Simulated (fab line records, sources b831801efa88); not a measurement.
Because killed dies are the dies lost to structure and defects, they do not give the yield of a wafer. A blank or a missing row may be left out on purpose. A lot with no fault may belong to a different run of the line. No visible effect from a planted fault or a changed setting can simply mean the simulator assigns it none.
The tool behind it: which one? || flow sky130 || 72 wafers from 24 lots sampled at 6 of the route's 708 steps

## WHAT THE GAUGES SHOWED, per wafer
SKY_METAL3_CD_MEAS_13: target cd 300 nm.
{"lot": "L075", "measured": "day 38 16:44", "on": "cd-sem-01", "cd-nm (nm)": "299.0 299.6 298.5"}
{"lot": "L074", "measured": "day 38 19:15", "on": "cd-sem-02", "cd-nm (nm)": "299.1 300.2 301.5"}
{"lot": "L076", "measured": "day 39 05:14", "on": "cd-sem-01", "cd-nm (nm)": "299.9 299.4 298.8"}
{"lot": "L077", "measured": "day 39 12:38", "on": "cd-sem-02", "cd-nm (nm)": "300.8 301.2 297.9"}
{"lot": "L078", "measured": "day 40 16:19", "on": "cd-sem-02", "cd-nm (nm)": "301.9 302.8 302.5"}
{"lot": "L079", "measured": "day 40 17:38", "on": "cd-sem-01", "cd-nm (nm)": "299.6 299.6 300.7"}
{"lot": "L081", "measured": "day 40 17:54", "on": "cd-sem-02", "cd-nm (nm)": "300.6 300.2 299.9"}
{"lot": "L080", "measured": "day 40 18:42", "on": "cd-sem-01", "cd-nm (nm)": "300.0 299.4 299.1"}
{"lot": "L082", "measured": "day 40 23:49", "on": "cd-sem-01", "cd-nm (nm)": "300.3 302.3 300.5"}
{"lot": "L083", "measured": "day 41 08:02", "on": "cd-sem-02", "cd-nm (nm)": "299.3 298.8 299.0"}
{"lot": "L084", "measured": "day 41 15:27", "on": "cd-sem-01", "cd-nm (nm)": "300.1 299.6 300.1"}
{"lot": "L085", "measured": "day 41 22:15", "on": "cd-sem-02", "cd-nm (nm)": "299.8 299.1 300.0"}
{"lot": "L086", "measured": "day 42 04:36", "on": "cd-sem-02", "cd-nm (nm)": "299.1 298.8 299.5"}
{"lot": "L087", "measured": "day 42 16:29", "on": "cd-sem-02", "cd-nm (nm)": "299.6 299.7 298.6"}
{"lot": "L088", "measured": "day 42 20:58", "on": "cd-sem-01", "cd-nm (nm)": "299.8 298.7 299.3"}
{"lot": "L089", "measured": "day 43 00:52", "on": "cd-sem-01", "cd-nm (nm)": "301.1 302.0 302.8"}
{"lot": "L090", "measured": "day 43 06:32", "on": "cd-sem-01", "cd-nm (nm)": "297.8 297.4 298.1"}
{"lot": "L091", "measured": "day 43 07:27", "on": "cd-sem-02", "cd-nm (nm)": "300.1 301.6 300.8"}
{"lot": "L092", "measured": "day 43 12:17", "on": "cd-sem-01", "cd-nm (nm)": "302.0 301.4 300.9"}
{"lot": "L094", "measured": "day 44 09:32", "on": "cd-sem-02", "cd-nm (nm)": "300.5 300.4 300.8"}
{"lot": "L093", "measured": "day 44 10:29", "on": "cd-sem-02", "cd-nm (nm)": "300.9 299.9 300.3"}
{"lot": "L095", "measured": "day 44 12:51", "on": "cd-sem-02", "cd-nm (nm)": "301.7 299.3 300.9"}
{"lot": "L096", "measured": "day 44 20:19", "on": "cd-sem-02", "cd-nm (nm)": "298.1 297.4 297.3"}
{"lot": "L097", "measured": "day 45 00:00", "on": "cd-sem-02", "cd-nm (nm)": "302.4 301.2 300.6"}

SKY_METAL3_OVL_MEAS_14.
{"lot": "L075", "measured": "day 38 16:50", "on": "overlay-02", "METAL3_OVL (nm)": "-3 0 -7"}
{"lot": "L074", "measured": "day 38 19:22", "on": "overlay-02", "METAL3_OVL (nm)": "3 1 0"}
{"lot": "L076", "measured": "day 39 05:22", "on": "overlay-02", "METAL3_OVL (nm)": "-13 -17 -12"}
{"lot": "L077", "measured": "day 39 12:46", "on": "overlay-02", "METAL3_OVL (nm)": "4 1 3"}
{"lot": "L078", "measured": "day 40 16:25", "on": "overlay-01", "METAL3_OVL (nm)": "5 4 -2"}
{"lot": "L079", "measured": "day 40 17:43", "on": "overlay-01", "METAL3_OVL (nm)": "6 1 -5"}
{"lot": "L081", "measured": "day 40 17:59", "on": "overlay-01", "METAL3_OVL (nm)": "-7 2 1"}
{"lot": "L080", "measured": "day 40 18:49", "on": "overlay-01", "METAL3_OVL (nm)": "1 -3 5"}
{"lot": "L082", "measured": "day 40 23:56", "on": "overlay-01", "METAL3_OVL (nm)": "7 6 7"}
{"lot": "L083", "measured": "day 41 08:08", "on": "overlay-01", "METAL3_OVL (nm)": "-9 -8 -3"}
{"lot": "L084", "measured": "day 41 15:34", "on": "overlay-01", "METAL3_OVL (nm)": "10 5 10"}
{"lot": "L085", "measured": "day 41 22:22", "on": "overlay-01", "METAL3_OVL (nm)": "-3 -2 0"}
{"lot": "L086", "measured": "day 42 04:43", "on": "overlay-01", "METAL3_OVL (nm)": "10 0 8"}
{"lot": "L087", "measured": "day 42 16:37", "on": "overlay-02", "METAL3_OVL (nm)": "-4 -10 -7"}
{"lot": "L088", "measured": "day 42 21:04", "on": "overlay-01", "METAL3_OVL (nm)": "4 2 9"}
{"lot": "L089", "measured": "day 43 00:59", "on": "overlay-02", "METAL3_OVL (nm)": "-4 -5 -7"}
{"lot": "L090", "measured": "day 43 06:38", "on": "overlay-01", "METAL3_OVL (nm)": "-1 1 7"}
{"lot": "L091", "measured": "day 43 07:34", "on": "overlay-02", "METAL3_OVL (nm)": "11 10 9"}
{"lot": "L092", "measured": "day 43 12:23", "on": "overlay-02", "METAL3_OVL (nm)": "-2 -4 -3"}
{"lot": "L094", "measured": "day 44 09:40", "on": "overlay-02", "METAL3_OVL (nm)": "3 5 7"}
{"lot": "L093", "measured": "day 44 10:37", "on": "overlay-01", "METAL3_OVL (nm)": "11 7 7"}
{"lot": "L095", "measured": "day 44 12:56", "on": "overlay-01", "METAL3_OVL (nm)": "-1 -4 -5"}
{"lot": "L096", "measured": "day 44 20:26", "on": "overlay-01", "METAL3_OVL (nm)": "-3 -9 -1"}
{"lot": "L097", "measured": "day 45 00:07", "on": "overlay-02", "METAL3_OVL (nm)": "2 12 10"}

SKY_VIA3_THK_MEAS_01.
{"lot": "L075", "measured": "day 38 18:04", "on": "film-metro-03", "VIA3_HDPCVD_THK (nm)": "1654 1613 1634"}
{"lot": "L074", "measured": "day 38 20:29", "on": "film-metro-03", "VIA3_HDPCVD_THK (nm)": "1659 1666 1657"}
{"lot": "L076", "measured": "day 39 06:29", "on": "film-metro-03", "VIA3_HDPCVD_THK (nm)": "1647 1650 1661"}
{"lot": "L077", "measured": "day 39 13:53", "on": "film-metro-03", "VIA3_HDPCVD_THK (nm)": "1634 1632 1618"}
{"lot": "L078", "measured": "day 40 17:33", "on": "film-metro-03", "VIA3_HDPCVD_THK (nm)": "1633 1645 1632"}
{"lot": "L079", "measured": "day 40 18:52", "on": "film-metro-02", "VIA3_HDPCVD_THK (nm)": "1655 1631 1643"}
{"lot": "L081", "measured": "day 40 19:12", "on": "film-metro-01", "VIA3_HDPCVD_THK (nm)": "1649 1638 1640"}
{"lot": "L080", "measured": "day 40 19:58", "on": "film-metro-01", "VIA3_HDPCVD_THK (nm)": "1628 1643 1646"}
{"lot": "L082", "measured": "day 41 01:04", "on": "film-metro-01", "VIA3_HDPCVD_THK (nm)": "1631 1636 1643"}
{"lot": "L083", "measured": "day 41 09:16", "on": "film-metro-03", "VIA3_HDPCVD_THK (nm)": "1607 1605 1614"}
{"lot": "L084", "measured": "day 41 16:47", "on": "film-metro-02", "VIA3_HDPCVD_THK (nm)": "1625 1621 1600"}
{"lot": "L085", "measured": "day 41 23:35", "on": "film-metro-03", "VIA3_HDPCVD_THK (nm)": "1640 1634 1645"}
{"lot": "L086", "measured": "day 42 05:50", "on": "film-metro-02", "VIA3_HDPCVD_THK (nm)": "1650 1664 1632"}
{"lot": "L087", "measured": "day 42 17:44", "on": "film-metro-03", "VIA3_HDPCVD_THK (nm)": "1635 1628 1615"}
{"lot": "L088", "measured": "day 42 22:35", "on": "film-metro-03", "VIA3_HDPCVD_THK (nm)": "1661 1656 1640"}
{"lot": "L089", "measured": "day 43 02:23", "on": "film-metro-03", "VIA3_HDPCVD_THK (nm)": "1625 1647 1638"}
{"lot": "L090", "measured": "day 43 08:14", "on": "film-metro-01", "VIA3_HDPCVD_THK (nm)": "1648 1656 1646"}
{"lot": "L091", "measured": "day 43 09:10", "on": "film-metro-02", "VIA3_HDPCVD_THK (nm)": "1637 1652 1629"}
{"lot": "L092", "measured": "day 43 13:44", "on": "film-metro-03", "VIA3_HDPCVD_THK (nm)": "1618 1625 1641"}
{"lot": "L094", "measured": "day 44 10:47", "on": "film-metro-02", "VIA3_HDPCVD_THK (nm)": "1638 1632 1632"}
{"lot": "L093", "measured": "day 44 11:44", "on": "film-metro-01", "VIA3_HDPCVD_THK (nm)": "1632 1650 1631"}
{"lot": "L095", "measured": "day 44 14:07", "on": "film-metro-01", "VIA3_HDPCVD_THK (nm)": "1627 1642 1634"}
{"lot": "L096", "measured": "day 44 21:47", "on": "film-metro-01", "VIA3_HDPCVD_THK (nm)": "1640 1650 1654"}
{"lot": "L097", "measured": "day 45 01:14", "on": "film-metro-01", "VIA3_HDPCVD_THK (nm)": "1651 1663 1643"}

## WHAT TOOL EACH LOT RAN ON (gives the tool, then ch and the chambers of the sampled wafers, and finally the start)
{"lot": "L075", "SKY_METAL2_SPUTTER_00": "pvd-sputter-01, day 34 05:01", "SKY_VIA2_STRIP_16": "plasma-asher-01 ch 0, day 36 11:18", "SKY_VIA2_CMP_24": "cmp-01 ch 0,2, day 36 12:18"}
{"lot": "L074", "SKY_METAL2_SPUTTER_00": "pvd-sputter-04, day 34 07:09", "SKY_VIA2_STRIP_16": "plasma-asher-03 ch 0,1, day 36 13:47", "SKY_VIA2_CMP_24": "cmp-02 ch 0,1,3, day 36 14:48"}
{"lot": "L076", "SKY_METAL2_SPUTTER_00": "pvd-sputter-01, day 34 19:25", "SKY_VIA2_STRIP_16": "plasma-asher-02 ch 0,1, day 37 00:23", "SKY_VIA2_CMP_24": "cmp-01 ch 0,1,2, day 37 01:21"}
{"lot": "L077", "SKY_METAL2_SPUTTER_00": "pvd-sputter-04, day 35 00:59", "SKY_VIA2_STRIP_16": "plasma-asher-03 ch 0,1, day 37 07:17", "SKY_VIA2_CMP_24": "cmp-02 ch 0,1,3, day 37 08:21"}
{"lot": "L078", "SKY_METAL2_SPUTTER_00": "pvd-sputter-01, day 36 06:40", "SKY_VIA2_STRIP_16": "plasma-asher-01 ch 0,1, day 38 12:24", "SKY_VIA2_CMP_24": "cmp-02 ch 0,1,2, day 38 13:28"}
{"lot": "L079", "SKY_METAL2_SPUTTER_00": "pvd-sputter-04, day 36 08:22", "SKY_VIA2_STRIP_16": "plasma-asher-02 ch 0,1, day 38 14:18", "SKY_VIA2_CMP_24": "cmp-02 ch 0,1,3, day 38 15:17"}
{"lot": "L081", "SKY_METAL2_SPUTTER_00": "pvd-sputter-01, day 36 08:56", "SKY_VIA2_STRIP_16": "plasma-asher-01 ch 0,1, day 38 14:25", "SKY_VIA2_CMP_24": "cmp-01 ch 0,1, day 38 15:21"}
{"lot": "L080", "SKY_METAL2_SPUTTER_00": "pvd-sputter-02, day 36 10:32", "SKY_VIA2_STRIP_16": "plasma-asher-03 ch 0,1, day 38 15:36", "SKY_VIA2_CMP_24": "cmp-02 ch 0,1, day 38 16:37"}
{"lot": "L082", "SKY_METAL2_SPUTTER_00": "pvd-sputter-01, day 36 15:42", "SKY_VIA2_STRIP_16": "plasma-asher-03 ch 0,1, day 38 20:46", "SKY_VIA2_CMP_24": "cmp-02 ch 0,2,3, day 38 21:46"}
{"lot": "L083", "SKY_METAL2_SPUTTER_00": "pvd-sputter-04, day 37 00:40", "SKY_VIA2_STRIP_16": "plasma-asher-02 ch 0,1, day 39 05:16", "SKY_VIA2_CMP_24": "cmp-02 ch 0,1,2, day 39 06:45"}
{"lot": "L084", "SKY_METAL2_SPUTTER_00": "pvd-sputter-01, day 37 08:31", "SKY_VIA2_STRIP_16": "plasma-asher-03 ch 0,1, day 39 13:15", "SKY_VIA2_CMP_24": "cmp-02 ch 0,3, day 39 14:13"}
{"lot": "L085", "SKY_METAL2_SPUTTER_00": "pvd-sputter-01, day 37 15:15", "SKY_VIA2_STRIP_16": "plasma-asher-02 ch 0,1, day 39 19:47", "SKY_VIA2_CMP_24": "cmp-01 ch 0,1,3, day 39 20:51"}
{"lot": "L086", "SKY_METAL2_SPUTTER_00": "pvd-sputter-01, day 37 22:56", "SKY_VIA2_STRIP_16": "plasma-asher-03 ch 0,1, day 40 02:27", "SKY_VIA2_CMP_24": "cmp-02 ch 1,2, day 40 03:25"}
{"lot": "L087", "SKY_METAL2_SPUTTER_00": "pvd-sputter-04, day 38 10:28", "SKY_VIA2_STRIP_16": "plasma-asher-02 ch 0,1, day 40 14:12", "SKY_VIA2_CMP_24": "cmp-01 ch 0,1, day 40 15:18"}
{"lot": "L088", "SKY_METAL2_SPUTTER_00": "pvd-sputter-01, day 38 14:56", "SKY_VIA2_STRIP_16": "plasma-asher-01 ch 0,1, day 40 18:37", "SKY_VIA2_CMP_24": "cmp-01 ch 1,2, day 40 19:38"}
{"lot": "L089", "SKY_METAL2_SPUTTER_00": "pvd-sputter-04, day 38 19:34", "SKY_VIA2_STRIP_16": "plasma-asher-01 ch 0,1, day 40 22:31", "SKY_VIA2_CMP_24": "cmp-01 ch 2,3, day 40 23:29"}
{"lot": "L090", "SKY_METAL2_SPUTTER_00": "pvd-sputter-01, day 39 04:02", "SKY_VIA2_STRIP_16": "plasma-asher-02 ch 0,1, day 41 06:27", "SKY_VIA2_CMP_24": "cmp-01 ch 1,3, day 41 07:26"}
{"lot": "L091", "SKY_METAL2_SPUTTER_00": "pvd-sputter-04, day 39 05:13", "SKY_VIA2_STRIP_16": "plasma-asher-01 ch 0,1, day 41 07:18", "SKY_VIA2_CMP_24": "cmp-01 ch 0,1,2, day 41 08:19"}
{"lot": "L092", "SKY_METAL2_SPUTTER_00": "pvd-sputter-04, day 39 09:16", "SKY_VIA2_STRIP_16": "plasma-asher-01 ch 0,1, day 41 11:23", "SKY_VIA2_CMP_24": "cmp-02 ch 0,3, day 41 12:34"}
{"lot": "L094", "SKY_METAL2_SPUTTER_00": "pvd-sputter-02, day 40 08:38", "SKY_VIA2_STRIP_16": "plasma-asher-03 ch 0,1, day 42 10:30", "SKY_VIA2_CMP_24": "cmp-01 ch 0,2,3, day 42 11:41"}
{"lot": "L093", "SKY_METAL2_SPUTTER_00": "pvd-sputter-02, day 40 09:32", "SKY_VIA2_STRIP_16": "plasma-asher-02 ch 0,1, day 42 11:27", "SKY_VIA2_CMP_24": "cmp-01 ch 0,1,3, day 42 12:41"}
{"lot": "L095", "SKY_METAL2_SPUTTER_00": "pvd-sputter-01, day 40 12:23", "SKY_VIA2_STRIP_16": "plasma-asher-01 ch 0,1, day 42 13:55", "SKY_VIA2_CMP_24": "cmp-02 ch 0,1,2, day 42 15:04"}
{"lot": "L096", "SKY_METAL2_SPUTTER_00": "pvd-sputter-02, day 40 17:37", "SKY_VIA2_STRIP_16": "plasma-asher-01 ch 0,1, day 42 19:59", "SKY_VIA2_CMP_24": "cmp-01 ch 1,2,3, day 42 22:12"}
{"lot": "L097", "SKY_METAL2_SPUTTER_00": "pvd-sputter-01, day 41 00:28", "SKY_VIA2_STRIP_16": "plasma-asher-03 ch 0,1, day 43 01:41", "SKY_VIA2_CMP_24": "cmp-01 ch 0,3, day 43 02:41"}
- SKY_METAL2_SPUTTER_00: material Ti, target thk 15 nm, time 10 s.
- SKY_VIA2_STRIP_16: strips in O2/N2.
- SKY_VIA2_CMP_24: polishes, stops on SiO2, t overpolish 20 s, target thk 0 nm.

## AS READ BY THE TOOLS THEMSELVES (means over the sampled wafers that have a number; for cases with no such wafer, the mark the record gives instead)
SKY_METAL2_SPUTTER_00.
{"lot": "L075", "tool": "pvd-sputter-01", "cathode-dc-power-W (W)": 3000.6, "throttle-valve-pct (%)": 29.5}
{"lot": "L074", "tool": "pvd-sputter-04", "cathode-dc-power-W (W)": 2999.7, "throttle-valve-pct (%)": 29.9}
{"lot": "L076", "tool": "pvd-sputter-01", "cathode-dc-power-W (W)": 3000.1, "throttle-valve-pct (%)": 30.1}
{"lot": "L077", "tool": "pvd-sputter-04", "cathode-dc-power-W (W)": 2999.7, "throttle-valve-pct (%)": 29.8}
{"lot": "L078", "tool": "pvd-sputter-01", "cathode-dc-power-W (W)": 3000.0, "throttle-valve-pct (%)": 29.3}
{"lot": "L079", "tool": "pvd-sputter-04", "cathode-dc-power-W (W)": 2999.8, "throttle-valve-pct (%)": 30.2}
{"lot": "L081", "tool": "pvd-sputter-01", "cathode-dc-power-W (W)": 3000.3, "throttle-valve-pct (%)": 29.7}
{"lot": "L080", "tool": "pvd-sputter-02", "cathode-dc-power-W (W)": 3000.0, "throttle-valve-pct (%)": 31.7}
{"lot": "L082", "tool": "pvd-sputter-01", "cathode-dc-power-W (W)": 2999.7, "throttle-valve-pct (%)": 30.3}
{"lot": "L083", "tool": "pvd-sputter-04", "cathode-dc-power-W (W)": 2999.9, "throttle-valve-pct (%)": 29.8}
{"lot": "L084", "tool": "pvd-sputter-01", "cathode-dc-power-W (W)": 2999.9, "throttle-valve-pct (%)": 30.3}
{"lot": "L085", "tool": "pvd-sputter-01", "cathode-dc-power-W (W)": 3000.3, "throttle-valve-pct (%)": 29.4}
{"lot": "L086", "tool": "pvd-sputter-01", "cathode-dc-power-W (W)": 3000.3, "throttle-valve-pct (%)": 30.2}
{"lot": "L087", "tool": "pvd-sputter-04", "cathode-dc-power-W (W)": 3000.1, "throttle-valve-pct (%)": 29.3}
{"lot": "L088", "tool": "pvd-sputter-01", "cathode-dc-power-W (W)": 2999.9, "throttle-valve-pct (%)": 29.6}
{"lot": "L089", "tool": "pvd-sputter-04", "cathode-dc-power-W (W)": 2999.6, "throttle-valve-pct (%)": 30.2}
{"lot": "L090", "tool": "pvd-sputter-01", "cathode-dc-power-W (W)": 3000.1, "throttle-valve-pct (%)": 29.2}
{"lot": "L091", "tool": "pvd-sputter-04", "cathode-dc-power-W (W)": 3000.0, "throttle-valve-pct (%)": 30.3}
{"lot": "L092", "tool": "pvd-sputter-04", "cathode-dc-power-W (W)": 2999.8, "throttle-valve-pct (%)": 30.5}
{"lot": "L094", "tool": "pvd-sputter-02", "cathode-dc-power-W (W)": 2999.9, "throttle-valve-pct (%)": 30.7}
{"lot": "L093", "tool": "pvd-sputter-02", "cathode-dc-power-W (W)": 3000.4, "throttle-valve-pct (%)": 31.5}
{"lot": "L095", "tool": "pvd-sputter-01", "cathode-dc-power-W (W)": 2999.6, "throttle-valve-pct (%)": 29.8}
{"lot": "L096", "tool": "pvd-sputter-02", "cathode-dc-power-W (W)": 2999.9, "throttle-valve-pct (%)": 30.6}
{"lot": "L097", "tool": "pvd-sputter-01", "cathode-dc-power-W (W)": 3000.1, "throttle-valve-pct (%)": 29.6}

SKY_VIA2_STRIP_16.
{"lot": "L075", "tool": "plasma-asher-01", "drypump-motor-current-A (A)": 6.5, "o2-flow-sccm (sccm)": 2997, "oes-product-au (a.u.)": 0.397, "strip-time-to-endpoint-s (s)": 4.009}
{"lot": "L074", "tool": "plasma-asher-03", "drypump-motor-current-A (A)": 5.6, "o2-flow-sccm (sccm)": 3003, "oes-product-au (a.u.)": 0.400, "strip-time-to-endpoint-s (s)": 4.048}
{"lot": "L076", "tool": "plasma-asher-02", "drypump-motor-current-A (A)": 5.4, "o2-flow-sccm (sccm)": 2995, "oes-product-au (a.u.)": 0.395, "strip-time-to-endpoint-s (s)": 4.042}
{"lot": "L077", "tool": "plasma-asher-03", "drypump-motor-current-A (A)": 5.2, "o2-flow-sccm (sccm)": 2994, "oes-product-au (a.u.)": 0.397, "strip-time-to-endpoint-s (s)": 4.025}
{"lot": "L078", "tool": "plasma-asher-01", "drypump-motor-current-A (A)": 6.4, "o2-flow-sccm (sccm)": 3001, "oes-product-au (a.u.)": 0.396, "strip-time-to-endpoint-s (s)": 4.018}
{"lot": "L079", "tool": "plasma-asher-02", "drypump-motor-current-A (A)": 5.5, "o2-flow-sccm (sccm)": 2997, "oes-product-au (a.u.)": 0.401, "strip-time-to-endpoint-s (s)": 4.033}
{"lot": "L081", "tool": "plasma-asher-01", "drypump-motor-current-A (A)": 6.2, "o2-flow-sccm (sccm)": 2995, "oes-product-au (a.u.)": 0.400, "strip-time-to-endpoint-s (s)": 4.046}
{"lot": "L080", "tool": "plasma-asher-03", "drypump-motor-current-A (A)": 5.2, "o2-flow-sccm (sccm)": 3002, "oes-product-au (a.u.)": 0.400, "strip-time-to-endpoint-s (s)": 4.046}
{"lot": "L082", "tool": "plasma-asher-03", "drypump-motor-current-A (A)": 5.6, "o2-flow-sccm (sccm)": 2999, "oes-product-au (a.u.)": 0.400, "strip-time-to-endpoint-s (s)": 4.038}
{"lot": "L083", "tool": "plasma-asher-02", "drypump-motor-current-A (A)": 5.6, "o2-flow-sccm (sccm)": 3004, "oes-product-au (a.u.)": 0.399, "strip-time-to-endpoint-s (s)": 4.061}
{"lot": "L084", "tool": "plasma-asher-03", "drypump-motor-current-A (A)": 5.2, "o2-flow-sccm (sccm)": 3004, "oes-product-au (a.u.)": 0.398, "strip-time-to-endpoint-s (s)": 4.035}
{"lot": "L085", "tool": "plasma-asher-02", "drypump-motor-current-A (A)": 5.4, "o2-flow-sccm (sccm)": 3003, "oes-product-au (a.u.)": 0.401, "strip-time-to-endpoint-s (s)": 4.003}
{"lot": "L086", "tool": "plasma-asher-03", "drypump-motor-current-A (A)": 5.2, "o2-flow-sccm (sccm)": 3005, "oes-product-au (a.u.)": 0.402, "strip-time-to-endpoint-s (s)": 4.071}
{"lot": "L087", "tool": "plasma-asher-02", "drypump-motor-current-A (A)": 5.5, "o2-flow-sccm (sccm)": 3006, "oes-product-au (a.u.)": 0.398, "strip-time-to-endpoint-s (s)": 4.059}
{"lot": "L088", "tool": "plasma-asher-01", "drypump-motor-current-A (A)": 6.4, "o2-flow-sccm (sccm)": 2994, "oes-product-au (a.u.)": 0.399, "strip-time-to-endpoint-s (s)": 4.035}
{"lot": "L089", "tool": "plasma-asher-01", "drypump-motor-current-A (A)": 6.2, "o2-flow-sccm (sccm)": 3000, "oes-product-au (a.u.)": 0.397, "strip-time-to-endpoint-s (s)": 4.057}
{"lot": "L090", "tool": "plasma-asher-02", "drypump-motor-current-A (A)": 5.4, "o2-flow-sccm (sccm)": 3001, "oes-product-au (a.u.)": 0.401, "strip-time-to-endpoint-s (s)": 4.059}
{"lot": "L091", "tool": "plasma-asher-01", "drypump-motor-current-A (A)": 6.4, "o2-flow-sccm (sccm)": 3004, "oes-product-au (a.u.)": 0.398, "strip-time-to-endpoint-s (s)": 4.046}
{"lot": "L092", "tool": "plasma-asher-01", "drypump-motor-current-A (A)": 6.4, "o2-flow-sccm (sccm)": 2998, "oes-product-au (a.u.)": 0.398, "strip-time-to-endpoint-s (s)": 4.071}
{"lot": "L094", "tool": "plasma-asher-03", "drypump-motor-current-A (A)": 5.2, "o2-flow-sccm (sccm)": 2993, "oes-product-au (a.u.)": 0.398, "strip-time-to-endpoint-s (s)": 4.059}
{"lot": "L093", "tool": "plasma-asher-02", "drypump-motor-current-A (A)": 5.4, "o2-flow-sccm (sccm)": 3002, "oes-product-au (a.u.)": 0.398, "strip-time-to-endpoint-s (s)": 4.046}
{"lot": "L095", "tool": "plasma-asher-01", "drypump-motor-current-A (A)": 6.4, "o2-flow-sccm (sccm)": 2994, "oes-product-au (a.u.)": 0.396, "strip-time-to-endpoint-s (s)": 4.035}
{"lot": "L096", "tool": "plasma-asher-01", "drypump-motor-current-A (A)": 6.3, "o2-flow-sccm (sccm)": 2993, "oes-product-au (a.u.)": 0.399, "strip-time-to-endpoint-s (s)": 4.044}
{"lot": "L097", "tool": "plasma-asher-03", "drypump-motor-current-A (A)": 5.2, "o2-flow-sccm (sccm)": 3003, "oes-product-au (a.u.)": 0.402, "strip-time-to-endpoint-s (s)": 4.010}

SKY_VIA2_CMP_24.
{"lot": "L075", "tool": "cmp-01", "motor-current-A (A)": 10.7, "overpolish-run-s (s)": 19.995, "time-to-endpoint-s (s)": 97}
{"lot": "L074", "tool": "cmp-02", "motor-current-A (A)": 11.6, "overpolish-run-s (s)": 20.005, "time-to-endpoint-s (s)": 103}
{"lot": "L076", "tool": "cmp-01", "motor-current-A (A)": 11.1, "overpolish-run-s (s)": 20.005, "time-to-endpoint-s (s)": 100}
{"lot": "L077", "tool": "cmp-02", "motor-current-A (A)": 11.6, "overpolish-run-s (s)": 19.994, "time-to-endpoint-s (s)": 102}
{"lot": "L078", "tool": "cmp-02", "motor-current-A (A)": 11.4, "overpolish-run-s (s)": 20.003, "time-to-endpoint-s (s)": 105}
{"lot": "L079", "tool": "cmp-02", "motor-current-A (A)": 11.3, "overpolish-run-s (s)": 20.004, "time-to-endpoint-s (s)": 103}
{"lot": "L081", "tool": "cmp-01", "motor-current-A (A)": 10.7, "overpolish-run-s (s)": 19.997, "time-to-endpoint-s (s)": 98}
{"lot": "L080", "tool": "cmp-02", "motor-current-A (A)": 11.2, "overpolish-run-s (s)": 19.999, "time-to-endpoint-s (s)": 105}
{"lot": "L082", "tool": "cmp-02", "motor-current-A (A)": 10.7, "overpolish-run-s (s)": 20.003, "time-to-endpoint-s (s)": 107}
{"lot": "L083", "tool": "cmp-02", "motor-current-A (A)": 11.1, "overpolish-run-s (s)": 20.000, "time-to-endpoint-s (s)": 103}
{"lot": "L084", "tool": "cmp-02", "motor-current-A (A)": 11.0, "overpolish-run-s (s)": 19.997, "time-to-endpoint-s (s)": 105}
{"lot": "L085", "tool": "cmp-01", "motor-current-A (A)": 11.0, "overpolish-run-s (s)": 20.003, "time-to-endpoint-s (s)": 101}
{"lot": "L086", "tool": "cmp-02", "motor-current-A (A)": 11.5, "overpolish-run-s (s)": 19.989, "time-to-endpoint-s (s)": 101}
{"lot": "L087", "tool": "cmp-01", "motor-current-A (A)": 10.9, "overpolish-run-s (s)": 19.993, "time-to-endpoint-s (s)": 102}
{"lot": "L088", "tool": "cmp-01", "motor-current-A (A)": 10.3, "overpolish-run-s (s)": 19.999, "time-to-endpoint-s (s)": 98}
{"lot": "L089", "tool": "cmp-01", "motor-current-A (A)": 10.4, "overpolish-run-s (s)": 20.005, "time-to-endpoint-s (s)": 103}
{"lot": "L090", "tool": "cmp-01", "motor-current-A (A)": 10.4, "overpolish-run-s (s)": 20.004, "time-to-endpoint-s (s)": 99}
{"lot": "L091", "tool": "cmp-01", "motor-current-A (A)": 10.5, "overpolish-run-s (s)": 20.002, "time-to-endpoint-s (s)": 97}
{"lot": "L092", "tool": "cmp-02", "motor-current-A (A)": 10.8, "overpolish-run-s (s)": 20.003, "time-to-endpoint-s (s)": 103}
{"lot": "L094", "tool": "cmp-01", "motor-current-A (A)": 10.9, "overpolish-run-s (s)": 19.997, "time-to-endpoint-s (s)": 98}
{"lot": "L093", "tool": "cmp-01", "motor-current-A (A)": 10.9, "overpolish-run-s (s)": 20.005, "time-to-endpoint-s (s)": 99}
{"lot": "L095", "tool": "cmp-02", "motor-current-A (A)": 11.0, "overpolish-run-s (s)": 19.996, "time-to-endpoint-s (s)": 100}
{"lot": "L096", "tool": "cmp-01", "motor-current-A (A)": 10.3, "overpolish-run-s (s)": 20.005, "time-to-endpoint-s (s)": 105}
{"lot": "L097", "tool": "cmp-01", "motor-current-A (A)": 11.2, "overpolish-run-s (s)": 20.006, "time-to-endpoint-s (s)": 100}

## THE ANSWER, worked out from the rows above alone
Rule: usual is defined by the lots themselves. Put in order of their means at a reading, lots are off if they are a third of the lots or fewer, leave a main group of 4 or more, and stand apart from it by a gap of 3 or more times the standard deviation of the main group's means; of several such gaps the widest counts. The tables above print the reading to a certain number of digits; a main group whose means all agree to those digits is not used. Also off: a lot with no number at a reading for which 4 or more lots have one. Where the step has rows for the other lots, those lots are counted as sound. After the gauges, taken in route order, come the tools' own readings; for these a lot's mean is taken, as printed above. The first step at which some lot is off is used, and at that step the reading that is off furthest; a lot without a number counts as furthest.
Across all readings shown, no lot is off: no conclusion can be drawn from this.

## WHAT THE SIMULATOR HAD PUT IN
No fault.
